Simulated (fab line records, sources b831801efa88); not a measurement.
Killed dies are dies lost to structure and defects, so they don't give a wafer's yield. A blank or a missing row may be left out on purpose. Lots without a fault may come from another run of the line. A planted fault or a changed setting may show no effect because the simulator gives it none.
One fault seen from 2 desks | flow sky130 | each desk has only its own numbers; what lay behind them comes last

THE METROLOGY DESK
What the gauges read, lot by lot, whatever tool the lot ran on: means of the sampled wafers that have a number. A lot is out of limits, marked OUT, if its mean lies more than 4 standard deviations from the usual mean; the brackets give that distance.
Columns: A = VIA1_W_RS at SKY_VIA1_RS_MEAS_22, usual 0.422 ohm/sq; B = VIA1_W_THK at SKY_VIA1_THK_MEAS_23, usual 278 nm; C = METAL2_ALCU_RS at SKY_METAL2_RS_MEAS_05, usual 0.1270 ohm/sq; D = METAL2_ALCU_THK at SKY_METAL2_THK_MEAS_06, usual 249 nm; E = cd_nm at SKY_METAL2_CD_MEAS_15, usual 140.3 nm; F = METAL2_OVL at SKY_METAL2_OVL_MEAS_16, usual -1 nm
lot  | first seen here | A     | B   | C      | D   | E     | F
L674 | day 34 07:48    | 0.427 | 274 | 0.1250 | 253 | 140.8 | -1
L678 | day 36 00:13    | 0.428 | 275 | 0.1276 | 248 | 141.4 | -3
L684 | day 37 19:13    | 0.420 | 280 | 0.1264 | 251 | 139.2 | -6
L688 | day 38 15:43    | 0.416 | 282 | 0.1282 | 243 | 139.0 | -11
L693 | day 40 04:49    | 0.419 | 279 | 0.1267 | 247 | 140.7 | 4
L696 | day 40 22:59    | 0.420 | 279 | 0.1279 | 247 | 143.1 | -2
This desk's finding: nothing out of limits on any of the 6 lots.

THE TOOL OWNER'S DESK: pvd_sputter-01
The tool's own readings at SKY_METAL2_SPUTTER_04 (material TiN, target thk 70 nm, time 58.3 s): means of the sampled wafers that have a number, for each lot that ran on this tool. A lot is out of limits, marked OUT, if its mean lies more than 4 standard deviations from the usual mean; the brackets give that distance.
Columns: A = cathode_dc_power_W at SKY_METAL2_SPUTTER_04, usual 6500.1 W; B = throttle_valve_pct at SKY_METAL2_SPUTTER_04, usual 29.6 %
lot  | first seen here | A                        | B
L674 | day 34 08:20    | 6499.3                   | 29.6
L678 | day 36 00:47    | 6500.3                   | 28.9
L684 | day 37 19:46    | 6500.4                   | 29.7
L688 | day 38 16:16    | 6880.7 (+99 or more) OUT | 29.7
L693 | day 40 05:22    | 6880.3 (+99 or more) OUT | 29.9
This desk's finding: out of limits on L688, L693; first on L688, day 38 16:16 (cathode_dc_power_W at SKY_METAL2_SPUTTER_04). In limits: L674, L678, L684.

PUT TOGETHER
The tool owner's desk could have raised an alarm at day 38 16:16, on L688, L693.
The metrology desk saw nothing out of limits.
The metrology desk has L688, L693 on record, within its limits.
Of the lots named, all ran SKY_METAL2_SPUTTER_04 on pvd_sputter-01.

WHAT THE SIMULATOR HAD PUT IN
Process parameter drift: pvd_sputter-01, from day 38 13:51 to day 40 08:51, at SKY_METAL2_SPUTTER_04. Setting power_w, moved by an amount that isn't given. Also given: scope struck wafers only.
Lots struck among those shown: L688, L693.
Hours from the fault's start to each desk's first reading out of limits: the tool owner's desk, 2.
